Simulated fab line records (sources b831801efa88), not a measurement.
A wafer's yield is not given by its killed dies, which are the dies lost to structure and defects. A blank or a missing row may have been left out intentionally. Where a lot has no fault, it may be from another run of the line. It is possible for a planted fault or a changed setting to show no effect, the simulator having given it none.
Which tool is to blame? / flow gf180mcu / 10 lots with 30 wafers sampled at 3 steps, on a route of 602 steps

WHAT THE GAUGES SHOWED, per wafer
GF_V2_RS_MEAS_24: measurement is done with a four-point probe.
lot=L241; measured=day 21 08:22; on=film metro-02; V2_W_RS (ohm/sq)=0.323 0.323 0.321
lot=L242; measured=day 22 07:28; on=film metro-03; V2_W_RS (ohm/sq)=0.321 0.325 0.321
lot=L243; measured=day 22 08:23; on=film metro-03; V2_W_RS (ohm/sq)=0.327 0.323 0.318
lot=L244; measured=day 22 22:12; on=film metro-03; V2_W_RS (ohm/sq)=0.328 0.325 0.326
lot=L247; measured=day 24 17:34; on=film metro-02; V2_W_RS (ohm/sq)=0.324 0.326 0.325
lot=L249; measured=day 25 01:02; on=film metro-02; V2_W_RS (ohm/sq)=0.325 0.325 0.325
lot=L258; measured=day 27 07:05; on=film metro-03; V2_W_RS (ohm/sq)=0.330 0.329 0.433 0.331 0.329 0.433
lot=L259; measured=day 27 14:06; on=film metro-04; V2_W_RS (ohm/sq)=0.433 0.326 0.327 0.432 0.326 0.327
lot=L260; measured=day 27 23:40; on=film metro-02; V2_W_RS (ohm/sq)=0.329 0.325 0.323
lot=L261; measured=day 28 02:43; on=film metro-04; V2_W_RS (ohm/sq)=0.329 0.323 0.326

WHAT TOOL EACH LOT RAN ON (gives the tool, then ch and the chambers of the sampled wafers, and finally the start)
lot=L241; GF_M2_METAL_ETCH_16=rie metal-02 ch 0,1, day 20 05:59; GF_V2_CVD_23=cvd w-02 ch 0,1, day 21 08:15
lot=L242; GF_M2_METAL_ETCH_16=rie metal-03 ch 0, day 21 04:57; GF_V2_CVD_23=cvd w-01 ch 0,1, day 22 07:20
lot=L243; GF_M2_METAL_ETCH_16=rie metal-01 ch 0,1, day 21 06:26; GF_V2_CVD_23=cvd w-02 ch 0,1, day 22 08:16
lot=L244; GF_M2_METAL_ETCH_16=rie metal-02 ch 0,1, day 21 20:32; GF_V2_CVD_23=cvd w-02 ch 0,1, day 22 22:05
lot=L247; GF_M2_METAL_ETCH_16=rie metal-01 ch 0,1, day 23 16:29; GF_V2_CVD_23=cvd w-01 ch 0,1, day 24 17:26
lot=L249; GF_M2_METAL_ETCH_16=rie metal-02 ch 0, day 24 00:10; GF_V2_CVD_23=cvd w-02 ch 0,1, day 25 00:54
lot=L258; GF_M2_METAL_ETCH_16=rie metal-01 ch 0, day 26 08:52; GF_V2_CVD_23=cvd w-01 ch 0,1, day 27 06:59
lot=L259; GF_M2_METAL_ETCH_16=rie metal-03 ch 0,1, day 26 16:20; GF_V2_CVD_23=cvd w-01 ch 0,1, day 27 13:58
lot=L260; GF_M2_METAL_ETCH_16=rie metal-03 ch 0,1, day 27 01:34; GF_V2_CVD_23=cvd w-02 ch 0,1, day 27 23:34
lot=L261; GF_M2_METAL_ETCH_16=rie metal-03 ch 0,1, day 27 04:35; GF_V2_CVD_23=cvd w-02 ch 0,1, day 28 02:37
- GF_M2_METAL_ETCH_16: etches the open film in Cl2/BCl3, stops on SiO2, target depth 750.8 nm, time 125.1 s.
- GF_V2_CVD_23: deposits W, target thk 350 nm, time 104.94 s.

THE ANSWER, worked out from the rows above alone
Rule: what is usual is taken from the lots themselves. The widest of any qualifying gaps counts: lots, ordered by their means at a reading, are off when they make up no more than a third of the lots, leave a main group of 4 or more, and stand apart from it by 3 or more times the standard deviation of that group's means. The tables above print the reading to a certain number of digits; a main group whose means all agree to those digits is not used. Also off: a lot with no number at a reading for which 4 or more lots have one. All remaining lots with rows at the step are treated as sound.
Off: L258, L259, at GF_V2_RS_MEAS_24 (V2_W_RS). Main group: mean 0.324 ohm/sq, sd 0.0016.
A tool fits if, at a process step before that reading, it ran every lot that is off, and no sound lot after the first of them. Gauges at GF_V2_RS_MEAS_24: tried the same way as those tools. One candidate fits, namely cvd w-01 at GF_V2_CVD_23. A fault onset in the window from L247 (day 24 17:26, its last sound lot) to L258 (day 27 06:59, its first lot off) fits.

WHAT THE SIMULATOR PUT IN
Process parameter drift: cvd w-01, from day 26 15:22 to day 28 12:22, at GF_V2_CVD_23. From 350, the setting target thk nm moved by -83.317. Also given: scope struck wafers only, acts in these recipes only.
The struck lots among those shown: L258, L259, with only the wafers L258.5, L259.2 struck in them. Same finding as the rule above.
